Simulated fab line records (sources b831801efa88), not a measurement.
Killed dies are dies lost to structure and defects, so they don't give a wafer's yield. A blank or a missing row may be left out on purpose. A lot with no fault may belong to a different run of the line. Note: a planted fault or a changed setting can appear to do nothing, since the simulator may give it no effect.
fab line records	flow sky130
record lots=24	wafers=72	last-day=50
route steps=708 shown VIA1@461 METAL3@533 METAL4@600 CAP2M@603 PAD_OPEN@701
lots that met no fault: from a run of the same line without faults
start-h: start of the lot's first displayed wafer, in hours after the record's first day	wait-h: hours elapsed since this lot's preceding step	" repeats the value in the row above	L1.1+2: a single row standing in for several wafers	- no value, or no start given	* or withheld: withheld	< > ~ a bound
route shown NAME@n: NAME is a module with steps in the file, n the number in the route of the first one	usual: mean/standard deviation of fault-free wafers	same: alike in all rows	chamber/n: place in a boat	sites: the reading at each site	_std_site: standard deviation of those values	_edge_site: mean of outer sites minus mean of inner sites	radius-mm: how far each site lies from the wafer's centre	mask NAME#n: copy n	behind: the tool/chamber that last shaped the wafer	hold: why the lot was held/for how many hours/how that ended	device: transistor that didn't switch, given as n, p or np	end of line: the route-end tests of the same wafers	step lacking rows: just its recipe	killed: dies lost to structure and defects at the first sort, not the wafer's yield	map: dies across one wafer; x = killed, . = not, _ = none there
set.NAME: the setting the step ran with; set.NAME@STEP: the setting that earlier step ran with	model.NAME: the simulator's own value behind a step, which no gauge read
the route's steps for a sample of lots (tables are steps, rows are wafers)
services: a tool's chamber out of use, with start hour (start-h, from the record's first day; less than 0 if before it), hours out, and reason
## steps
# step SKY_VIA1_BOW_MEAS_03
# recipe mode=bow
# usual VIA1_BOW=79/6.8
lot.wafer	tool	chamber	start-h	wait-h	VIA1_BOW[um]
L075.1	film-metro-01	-	774.80	0.1	83
L075.3	"	-	"	"	82
L075.5	"	-	"	"	83
L074.1	film-metro-03	-	776.61	0.2	75
L074.2	"	-	"	"	88
L074.4	"	-	"	"	76
L076.1	film-metro-02	-	785.94	0.2	75
L076.2	"	-	"	"	73
L076.6	"	-	"	"	80
L077.1	film-metro-03	-	787.81	0.1	74
L077.3	"	-	"	"	75
L077.6	"	-	"	"	92
L078.1	film-metro-01	-	794.44	0.1	71
L078.4	"	-	"	"	79
L078.5	"	-	"	"	86
L079.1	film-metro-02	-	832.21	0.1	82
L079.4	"	-	"	"	87
L079.6	"	-	"	"	88
L081.1	film-metro-03	-	834.15	0.2	80
L081.4	"	-	"	"	76
L081.5	"	-	"	"	77
L080.3	film-metro-02	-	836.48	0.2	71
L080.4	"	-	"	"	74
L080.5	"	-	"	"	77
L084.2	film-metro-01	-	865.38	0.2	68
L084.5	"	-	"	"	71
L084.6	"	-	"	"	85
L083.1	film-metro-02	-	867.61	0.1	71
L083.2	"	-	"	"	76
L083.4	"	-	"	"	67
L082.2	film-metro-03	-	870.31	0.1	82
L082.4	"	-	"	"	68
L082.5	"	-	"	"	78
L086.1	film-metro-02	-	883.68	0.1	84
L086.3	"	-	"	"	71
L086.5	"	-	"	"	71
L085.3	film-metro-03	-	891.50	0.2	83
L085.4	"	-	"	"	76
L085.5	"	-	"	"	77
L087.2	film-metro-01	-	893.95	0.2	85
L087.5	"	-	"	"	81
L087.6	"	-	"	"	76
L088.1	film-metro-03	-	899.74	0.1	70
L088.2	"	-	"	"	66
L088.6	"	-	"	"	80
L090.3	film-metro-02	-	904.70	0.2	73
L090.4	"	-	"	"	85
L090.5	"	-	"	"	93
L089.1	film-metro-03	-	907.32	0.2	74
L089.2	"	-	"	"	85
L089.4	"	-	"	"	74
L092.2	film-metro-01	-	912.83	0.3	86
L092.3	"	-	"	"	81
L092.4	"	-	"	"	75
L091.2	film-metro-02	-	915.98	0.2	89
L091.3	"	-	"	"	66
L091.5	"	-	"	"	80
L094.2	film-metro-01	-	922.42	0.2	79
L094.3	"	-	"	"	88
L094.5	"	-	"	"	86
L093.3	film-metro-03	-	925.69	0.2	85
L093.4	"	-	"	"	87
L093.6	"	-	"	"	85
L096.4	film-metro-02	-	929.81	0.3	77
L096.5	"	-	"	"	89
L096.6	"	-	"	"	77
L095.2	film-metro-01	-	932.75	0.2	78
L095.3	"	-	"	"	66
L095.5	"	-	"	"	78
L097.1	film-metro-03	-	939.35	0.1	85
L097.4	"	-	"	"	84
L097.5	"	-	"	"	83
# step SKY_METAL3_SPUTTER_01
# recipe material=TiN	target-thk-nm=20	power-w=6500	time-s=16.7	chamber-pressure-pa=0.4
# usual cathode-dc-power-W=6500.0/1.2	throttle-valve-pct=29.8/0.81
lot.wafer	tool	chamber	start-h	wait-h	cathode-dc-power-W	throttle-valve-pct
L075.1	pvd-sputter-03	-	859.70	0.0	6498.3	31.3
L075.3	"	-	"	"	6497.3	28.5
L075.5	"	-	"	"	6500.1	31.1
L074.1	pvd-sputter-01	-	860.41	0.0	6499.3	29.9
L074.2	"	-	"	"	6501.3	29.8
L074.4	"	-	"	"	6499.8	29.0
L076.1	pvd-sputter-02	-	870.85	0.0	6500.2	31.0
L076.2	"	-	"	"	6500.2	30.6
L076.6	"	-	"	"	6500.8	30.3
L077.1	pvd-sputter-03	-	872.86	0.0	6502.0	28.9
L077.3	"	-	"	"	6501.4	28.4
L077.6	"	-	"	"	6500.1	29.6
L078.1	pvd-sputter-03	-	878.67	0.0	6496.5	31.2
L078.4	"	-	"	"	6501.2	28.3
L078.5	"	-	"	"	6501.2	29.1
L079.1	pvd-sputter-03	-	916.38	0.0	6500.3	31.0
L079.4	"	-	"	"	6499.3	29.1
L079.6	"	-	"	"	6499.4	29.5
L081.1	pvd-sputter-02	-	917.74	0.0	6501.4	30.7
L081.4	"	-	"	"	6500.6	29.0
L081.5	"	-	"	"	6498.6	30.7
L080.3	pvd-sputter-01	-	920.36	0.0	6499.3	29.8
L080.4	"	-	"	"	6499.7	30.6
L080.5	"	-	"	"	6501.2	30.8
L084.2	pvd-sputter-03	-	947.72	0.0	6497.6	31.1
L084.5	"	-	"	"	6502.5	28.3
L084.6	"	-	"	"	6500.3	29.2
L083.1	pvd-sputter-01	-	949.03	0.0	6497.0	28.8
L083.2	"	-	"	"	6500.5	30.0
L083.4	"	-	"	"	6499.1	29.9
L082.2	pvd-sputter-03	-	951.69	0.0	6501.5	29.2
L082.4	"	-	"	"	6500.6	29.7
L082.5	"	-	"	"	6499.4	31.1
L086.1	pvd-sputter-03	-	963.07	0.0	6500.5	28.6
L086.3	"	-	"	"	6499.7	29.8
L086.5	"	-	"	"	6499.2	29.2
L085.3	pvd-sputter-02	-	969.96	0.0	6501.1	30.6
L085.4	"	-	"	"	6501.7	31.0
L085.5	"	-	"	"	6499.0	30.8
L087.2	pvd-sputter-02	-	974.37	0.0	6499.2	30.9
L087.5	"	-	"	"	6501.0	31.1
L087.6	"	-	"	"	6500.4	30.2
L088.1	pvd-sputter-02	-	977.32	0.0	6499.4	30.7
L088.2	"	-	"	"	6499.3	31.2
L088.6	"	-	"	"	6499.1	28.8
L090.3	pvd-sputter-01	-	983.28	0.0	6500.4	29.6
L090.4	"	-	"	"	6500.7	29.7
L090.5	"	-	"	"	6500.0	28.8
L089.1	pvd-sputter-01	-	986.64	0.0	6499.0	29.8
L089.2	"	-	"	"	6499.9	28.9
L089.4	"	-	"	"	6499.8	29.7
L092.2	pvd-sputter-01	-	988.77	0.0	6500.2	30.0
L092.3	"	-	"	"	6501.1	28.8
L092.4	"	-	"	"	6499.5	30.2
L091.2	pvd-sputter-01	-	993.49	0.0	6499.6	29.4
L091.3	"	-	"	"	6501.6	29.7
L091.5	"	-	"	"	6500.2	29.4
L094.2	pvd-sputter-02	-	999.97	0.0	6501.2	30.1
L094.3	"	-	"	"	6499.2	30.7
L094.5	"	-	"	"	6501.3	31.1
L093.3	pvd-sputter-02	-	1002.81	0.0	6499.6	30.9
L093.4	"	-	"	"	6500.5	29.0
L093.6	"	-	"	"	6498.7	30.2
L096.4	pvd-sputter-01	-	1006.15	0.0	6500.9	30.5
L096.5	"	-	"	"	6499.9	28.8
L096.6	"	-	"	"	6498.3	30.5
L095.2	pvd-sputter-01	-	1010.22	0.0	6500.5	29.0
L095.3	"	-	"	"	6500.4	30.5
L095.5	"	-	"	"	6501.8	29.9
L097.1	pvd-sputter-01	-	1015.34	0.0	6500.0	29.9
L097.4	"	-	"	"	6501.8	29.5
L097.5	"	-	"	"	6501.0	30.3
# step SKY_METAL3_ETCH_17
# recipe target=SiO2	stop-on=TiN	chemistry=C4F8/O2/Ar	source-w=1500	bias-w=1200	pressure-mtorr=40	c4f8-flow-sccm=withheld	O2_flow_sccm=6	Ar_flow_sccm=300	time-s=3.9	target-depth-a=150
# usual oes-product-au=0.753/0.0059
lot.wafer	tool	chamber	start-h	wait-h	oes-product-au	rf-hours-counter-h
L075.1	rie-diel-03	3	913.55	0.1	0.752	12
L075.3	"	2	"	"	0.753	7
L075.5	"	3	"	"	0.749	-
L074.1	rie-diel-01	0	913.99	0.2	0.733	12
L074.2	"	2	"	"	0.749	14
L074.4	"	1	"	"	0.746	6
L076.1	rie-diel-01	2	923.03	0.1	0.739	14
L076.2	"	0	"	"	0.752	13
L076.6	"	0	"	"	0.753	-
L077.1	rie-diel-03	3	925.06	0.1	0.757	12
L077.3	"	1	"	"	0.759	16
L077.6	"	1	"	"	0.764	-
L078.1	rie-diel-04	3	930.51	0.1	0.744	11
L078.4	"	1	"	"	0.754	9
L078.5	"	1	"	"	0.757	-
L079.1	rie-diel-03	1	965.88	0.1	0.753	17
L079.4	"	2	"	"	0.758	-
L079.6	"	0	"	"	0.751	-
L081.1	rie-diel-01	1	967.52	0.1	0.749	7
L081.4	"	0	"	"	0.755	14
L081.5	"	1	"	"	0.752	-
L080.3	rie-diel-01	0	970.57	0.0	0.747	14
L080.4	"	1	"	"	0.756	7
L080.5	"	0	"	"	0.753	-
L084.2	rie-diel-01	1	995.76	0.1	0.757	8
L084.5	"	3	"	"	0.752	-
L084.6	"	2	"	"	0.758	-
L083.1	rie-diel-01	2	997.08	0.1	0.748	16
L083.2	"	1	"	"	0.750	8
L083.4	"	3	"	"	0.754	8
L082.2	rie-diel-03	1	999.52	0.1	0.747	18
L082.4	"	2	"	"	0.758	-
L082.5	"	1	"	"	0.757	-
L086.1	rie-diel-04	1	1010.82	0.1	0.752	12
L086.3	"	2	"	"	0.752	12
L086.5	"	1	"	"	0.755	-
L085.3	rie-diel-04	1	1017.36	0.0	0.751	12
L085.4	"	2	"	"	0.756	12
L085.5	"	3	"	"	0.752	-
L087.2	rie-diel-04	0	1022.81	0.1	0.760	0
L087.5	"	1	"	"	0.753	-
L087.6	"	0	"	"	0.759	-
L088.1	rie-diel-04	1	1024.93	0.1	0.756	12
L088.2	"	0	"	"	0.758	0
L088.6	"	0	"	"	0.750	-
L090.3	rie-diel-03	2	1030.90	0.1	0.754	11
L090.4	"	1	"	"	0.749	20
L090.5	"	3	"	"	0.738	-
L089.1	rie-diel-04	2	1033.86	0.1	0.744	12
L089.2	"	3	"	"	0.752	14
L089.4	"	1	"	"	0.763	12
L092.2	rie-diel-04	2	1035.71	0.1	0.753	12
L092.3	"	1	"	"	0.753	12
L092.4	"	3	"	"	0.748	14
L091.2	rie-diel-01	2	1041.17	0.1	0.754	18
L091.3	"	1	"	"	0.747	10
L091.5	"	0	"	"	0.754	-
L094.2	rie-diel-03	1	1046.07	0.1	0.753	20
L094.3	"	3	"	"	0.746	15
L094.5	"	2	"	"	0.758	-
L093.3	rie-diel-03	3	1049.62	0.0	0.755	15
L093.4	"	2	"	"	0.759	12
L093.6	"	3	"	"	0.751	-
L096.4	rie-diel-03	0	1052.52	0.0	0.767	16
L096.5	"	2	"	"	0.764	-
L096.6	"	1	"	"	0.767	-
L095.2	rie-diel-04	2	1056.28	0.1	0.743	13
L095.3	"	3	"	"	0.744	15
L095.5	"	0	"	"	0.757	-
L097.1	rie-diel-03	1	1061.09	0.2	0.751	21
L097.4	"	2	"	"	0.758	12
L097.5	"	0	"	"	0.756	-
# step SKY_METAL4_SPUTTER_02
# recipe material=AlCu	target-thk-nm=735	power-w=10600	time-s=39.1	chamber-pressure-pa=0.4
# usual cathode-dc-power-W=10600/2.1	throttle-valve-pct=30.0/0.89
lot.wafer	tool	chamber	start-h	wait-h	cathode-dc-power-W	throttle-valve-pct
L075.1	pvd-sputter-03	-	940.86	0.0	10603	31.1
L075.3	"	-	"	"	10600	29.6
L075.5	"	-	"	"	10597	28.9
L074.1	pvd-sputter-01	-	942.11	0.0	10603	28.9
L074.2	"	-	"	"	10602	29.5
L074.4	"	-	"	"	10601	29.8
L076.1	pvd-sputter-03	-	950.81	0.0	10600	29.0
L076.2	"	-	"	"	10602	29.4
L076.6	"	-	"	"	10599	28.4
L077.1	pvd-sputter-01	-	953.81	0.0	10598	29.6
L077.3	"	-	"	"	10596	30.5
L077.6	"	-	"	"	10601	28.9
L078.1	pvd-sputter-04	-	958.90	0.0	10597	30.8
L078.4	"	-	"	"	10595	31.0
L078.5	"	-	"	"	10602	31.2
L079.1	pvd-sputter-03	-	992.66	0.0	10602	29.0
L079.4	"	-	"	"	10597	31.1
L079.6	"	-	"	"	10602	28.6
L081.1	pvd-sputter-04	-	993.77	0.0	10603	31.2
L081.4	"	-	"	"	10600	30.6
L081.5	"	-	"	"	10598	31.3
L080.3	pvd-sputter-04	-	997.38	0.0	10600	31.0
L080.4	"	-	"	"	10599	30.9
L080.5	"	-	"	"	10606	31.3
L084.2	pvd-sputter-01	-	1022.29	0.0	10600	29.4
L084.5	"	-	"	"	10602	29.0
L084.6	"	-	"	"	10598	30.1
L083.1	pvd-sputter-04	-	1022.97	0.0	10601	31.3
L083.2	"	-	"	"	10601	30.6
L083.4	"	-	"	"	10599	31.0
L082.2	pvd-sputter-04	-	1026.07	0.0	10599	30.4
L082.4	"	-	"	"	10596	30.9
L082.5	"	-	"	"	10599	31.1
L086.1	pvd-sputter-03	-	1036.51	0.0	10601	29.0
L086.3	"	-	"	"	10603	29.8
L086.5	"	-	"	"	10599	31.1
L085.3	pvd-sputter-01	-	1043.42	0.0	10600	30.4
L085.4	"	-	"	"	10599	29.8
L085.5	"	-	"	"	10598	29.9
L087.2	pvd-sputter-01	-	1048.59	0.0	10600	30.5
L087.5	"	-	"	"	10603	29.7
L087.6	"	-	"	"	10602	29.0
L088.1	pvd-sputter-01	-	1050.83	0.0	10597	29.7
L088.2	"	-	"	"	10597	29.7
L088.6	"	-	"	"	10601	29.9
L090.3	pvd-sputter-01	-	1056.40	0.0	10601	30.7
L090.4	"	-	"	"	10600	29.5
L090.5	"	-	"	"	10599	28.8
L089.1	pvd-sputter-04	-	1059.18	0.0	10601	31.0
L089.2	"	-	"	"	10598	30.9
L089.4	"	-	"	"	10601	30.4
L092.2	pvd-sputter-03	-	1060.76	0.0	10599	28.7
L092.3	"	-	"	"	10601	29.8
L092.4	"	-	"	"	10598	31.1
L091.2	pvd-sputter-04	-	1066.10	0.0	10599	31.2
L091.3	"	-	"	"	10600	30.6
L091.5	"	-	"	"	10601	31.2
L094.2	pvd-sputter-04	-	1070.15	0.0	10599	31.2
L094.3	"	-	"	"	10600	30.6
L094.5	"	-	"	"	10599	30.7
L093.3	pvd-sputter-01	-	1074.02	0.0	10598	29.0
L093.4	"	-	"	"	10601	29.7
L093.6	"	-	"	"	10598	28.9
L096.4	pvd-sputter-01	-	1076.73	0.0	10601	29.6
L096.5	"	-	"	"	10604	29.9
L096.6	"	-	"	"	10605	29.0
L095.2	pvd-sputter-03	-	1080.32	0.0	10598	29.0
L095.3	"	-	"	"	10605	28.6
L095.5	"	-	"	"	10599	28.8
L097.1	pvd-sputter-03	-	1086.71	0.0	10603	31.2
L097.4	"	-	"	"	10599	29.2
L097.5	"	-	"	"	10603	29.5
# step SKY_CAP2M_CVD_00
# recipe material=SiO2	target-thk-nm=15.5	temp-c=400	time-s=withheld	rf-w=450
# usual heater-power-w=676/110
lot.wafer	tool	chamber	start-h	wait-h	heater-power-w
L075.1	pecvd-03	1	940.96	0.0	543
L075.3	"	0	"	"	773
L075.5	"	0	"	"	774
L074.1	pecvd-04	1	942.22	0.0	740
L074.2	"	2	"	"	502
L074.4	"	1	"	"	758
L076.1	pecvd-03	2	950.92	0.0	634
L076.2	"	1	"	"	490
L076.6	"	2	"	"	631
L077.1	pecvd-02	1	953.92	0.0	650
L077.3	"	0	"	"	772
L077.6	"	1	"	"	649
L078.1	pecvd-03	0	959.01	0.0	801
L078.4	"	1	"	"	560
L078.5	"	2	"	"	542
L079.1	pecvd-02	2	992.76	0.0	743
L079.4	"	0	"	"	778
L079.6	"	2	"	"	741
L081.1	pecvd-04	0	993.88	0.0	836
L081.4	"	2	"	"	576
L081.5	"	0	"	"	874
L080.3	pecvd-03	2	997.49	0.0	559
L080.4	"	2	"	"	556
L080.5	"	0	"	"	707
L084.2	pecvd-03	2	1022.40	0.0	554
L084.5	"	0	"	"	838
L084.6	"	2	"	"	558
L083.1	pecvd-02	2	1023.07	0.0	776
L083.2	"	1	"	"	592
L083.4	"	1	"	"	611
L082.2	pecvd-04	0	1026.17	0.0	785
L082.4	"	2	"	"	520
L082.5	"	1	"	"	720
L086.1	pecvd-04	2	1036.62	0.0	515
L086.3	"	0	"	"	831
L086.5	"	1	"	"	731
L085.3	pecvd-03	2	1043.53	0.0	631
L085.4	"	0	"	"	811
L085.5	"	1	"	"	484
L087.2	pecvd-02	0	1048.70	0.0	751
L087.5	"	2	"	"	727
L087.6	"	1	"	"	654
L088.1	pecvd-03	0	1050.93	0.0	773
L088.2	"	1	"	"	489
L088.6	"	1	"	"	491
L090.3	pecvd-04	1	1056.51	0.0	720
L090.4	"	2	"	"	540
L090.5	"	1	"	"	704
L089.1	pecvd-02	0	1059.28	0.0	816
L089.2	"	2	"	"	778
L089.4	"	0	"	"	793
L092.2	pecvd-04	2	1060.87	0.0	567
L092.3	"	0	"	"	726
L092.4	"	2	"	"	557
L091.2	pecvd-03	1	1066.21	0.0	460
L091.3	"	2	"	"	542
L091.5	"	0	"	"	808
L094.2	pecvd-03	1	1070.25	0.0	504
L094.3	"	2	"	"	643
L094.5	"	2	"	"	665
L093.3	pecvd-04	2	1074.13	0.0	579
L093.4	"	0	"	"	756
L093.6	"	1	"	"	697
L096.4	pecvd-02	2	1076.83	0.0	842
L096.5	"	1	"	"	660
L096.6	"	0	"	"	721
L095.2	pecvd-02	1	1080.43	0.0	539
L095.3	"	2	"	"	785
L095.5	"	0	"	"	753
L097.1	pecvd-02	0	1086.82	0.0	769
L097.4	"	1	"	"	656
L097.5	"	2	"	"	798
# step SKY_PAD_OPEN_ETCH_07
# recipe chemistry=CF4/O2	target-depth-nm=725	stop-on=AlCu	source-w=800	bias-w=150	pressure-mtorr=150	cf4-flow-sccm=80	O2_flow_sccm=10	time-s=161.1
# usual drypump-motor-current-A=5.8/0.41	oes-product-au=0.976/0.0065	throttle-valve-pct=5.964/0.0093
lot.wafer	tool	chamber	start-h	wait-h	drypump-motor-current-A	oes-product-au	rf-hours-counter-h	throttle-valve-pct
L075.1	rie-diel-02	0	1081.75	-	5.3	0.975	9	5.969
L075.3	"	3	"	"	6.2	0.973	25	5.939
L075.5	"	1	"	"	6.2	0.982	-	5.961
L074.1	rie-diel-02	0	1082.51	-	5.3	0.964	9	5.966
L074.2	"	3	"	"	6.2	0.968	25	5.956
L074.4	"	1	"	"	6.2	0.983	18	5.956
L076.1	rie-diel-03	2	1090.35	-	5.7	0.975	13	5.962
L076.2	"	1	"	"	5.1	0.977	22	5.961
L076.6	"	3	"	"	5.9	0.977	-	5.958
L077.1	rie-diel-03	1	1094.55	-	5.1	0.967	22	5.959
L077.3	"	0	"	"	5.2	0.975	17	5.974
L077.6	"	0	"	"	5.2	0.987	-	5.963
L078.1	rie-diel-02	3	1099.10	-	6.2	0.972	26	5.955
L078.4	"	2	"	"	6.1	0.977	18	5.969
L078.5	"	2	"	"	6.1	0.974	-	5.974
L079.1	rie-diel-03	1	1125.95	-	5.1	0.960	23	5.959
L079.4	"	3	"	"	5.8	0.974	18	5.959
L079.6	"	2	"	"	5.7	0.973	-	5.972
L081.1	rie-diel-03	1	1127.16	-	5.1	0.974	23	5.954
L081.4	"	0	"	"	5.2	0.987	18	5.957
L081.5	"	2	"	"	5.7	0.973	-	5.979
L080.3	rie-diel-01	2	1132.05	-	5.8	0.972	21	5.967
L080.4	"	3	"	"	6.2	0.970	12	5.978
L080.5	"	2	"	"	5.8	0.980	-	5.959
L084.2	rie-diel-03	3	1150.71	-	5.8	0.962	19	5.968
L084.5	"	0	"	"	5.2	0.976	-	5.971
L084.6	"	1	"	"	5.1	0.976	-	5.960
L083.1	rie-diel-03	1	1152.33	-	5.1	0.967	25	5.966
L083.2	"	2	"	"	5.7	0.968	16	5.953
L083.4	"	3	"	"	5.8	0.977	19	5.971
L082.2	rie-diel-01	3	1154.88	-	6.2	0.975	13	5.958
L082.4	"	1	"	"	6.3	0.987	14	5.965
L082.5	"	0	"	"	5.4	0.979	-	5.974
L086.1	rie-diel-03	1	1163.98	-	5.1	0.983	25	5.955
L086.3	"	3	"	"	5.9	0.967	19	5.968
L086.5	"	2	"	"	5.7	0.981	-	5.968
L085.3	rie-diel-03	2	1169.18	-	5.7	0.966	17	5.961
L085.4	"	3	"	"	5.8	0.984	20	5.966
L085.5	"	2	"	"	5.8	0.977	-	5.956
L087.2	rie-diel-01	0	1174.05	-	5.4	0.967	21	5.956
L087.5	"	0	"	"	5.4	0.982	-	5.971
L087.6	"	1	"	"	6.3	0.977	-	5.964
L088.1	rie-diel-01	3	1174.81	-	6.2	0.977	14	5.971
L088.2	"	1	"	"	6.3	0.975	15	5.956
L088.6	"	0	"	"	5.4	0.981	-	5.970
L090.3	rie-diel-01	2	1180.31	-	5.8	0.976	23	5.972
L090.4	"	3	"	"	6.2	0.977	-	5.983
L090.5	"	2	"	"	5.8	0.970	-	5.978
L089.1	rie-diel-03	2	1182.08	-	5.7	0.968	18	5.965
L089.2	"	3	"	"	5.8	0.968	20	5.963
L089.4	"	0	"	"	5.2	0.986	21	5.962
L092.2	rie-diel-02	1	1183.33	-	6.1	0.976	20	5.963
L092.3	"	3	"	"	6.2	0.980	28	5.975
L092.4	"	2	"	"	6.1	0.989	20	5.967
L091.2	rie-diel-02	3	1187.90	-	6.2	0.976	28	5.961
L091.3	"	0	"	"	5.3	0.969	12	5.965
L091.5	"	2	"	"	6.1	0.981	-	5.964
L094.2	rie-diel-03	0	1191.45	-	5.2	0.961	21	5.933
L094.3	"	1	"	"	5.1	0.967	27	5.978
L094.5	"	2	"	"	5.7	0.975	-	5.967
L093.3	rie-diel-02	0	1192.86	-	5.3	0.975	12	5.972
L093.4	"	3	"	"	6.2	0.978	28	5.978
L093.6	"	2	"	"	6.1	0.978	-	5.981
L096.4	rie-diel-02	3	1197.11	-	6.1	0.978	28	5.974
L096.5	"	3	"	"	6.2	0.978	-	5.974
L096.6	"	0	"	"	5.4	0.982	-	5.981
L095.2	rie-diel-01	1	1198.85	-	6.3	0.970	16	5.948
L095.3	"	3	"	"	6.2	0.979	15	5.952
L095.5	"	2	"	"	5.8	0.977	-	5.968
L097.1	rie-diel-01	1	1201.90	-	6.3	0.969	16	5.947
L097.4	"	3	"	"	6.1	0.975	15	5.948
L097.5	"	2	"	"	5.8	0.973	-	5.942
## services
tool	chamber	start-h	hours	kind
rie-diel-01	-	842.29	36.4	repair
rie-diel-03	3	846.95	3.4	repair
rie-diel-01	1	889.97	5.7	repair
rie-diel-01	-	896.34	0.9	repair
pvd-sputter-01	-	897.33	13.1	repair
pvd-sputter-01	-	910.19	7.6	repair
rie-diel-01	3	921.23	12.1	repair
pvd-sputter-03	-	923.17	8.9	repair
rie-diel-03	0	930.60	1.7	repair
rie-diel-03	1	945.73	10.0	repair
rie-diel-01	3	949.73	12.9	repair
rie-diel-01	0	952.17	4.7	repair
rie-diel-03	3	963.21	5.3	repair
rie-diel-03	3	991.82	21.3	repair
rie-diel-03	2	993.41	4.7	repair
pvd-sputter-03	-	1016.93	3.4	repair
rie-diel-01	2	1020.25	3.8	repair
rie-diel-01	-	1026.76	0.1	repair
rie-diel-03	0	1064.96	16.3	repair
rie-diel-01	3	1082.75	11.8	repair
rie-diel-03	3	1084.10	5.6	repair
rie-diel-03	3	1114.40	9.1	repair
rie-diel-01	2	1149.79	2.3	repair
rie-diel-01	0	1175.52	14.9	repair
## key
fault none
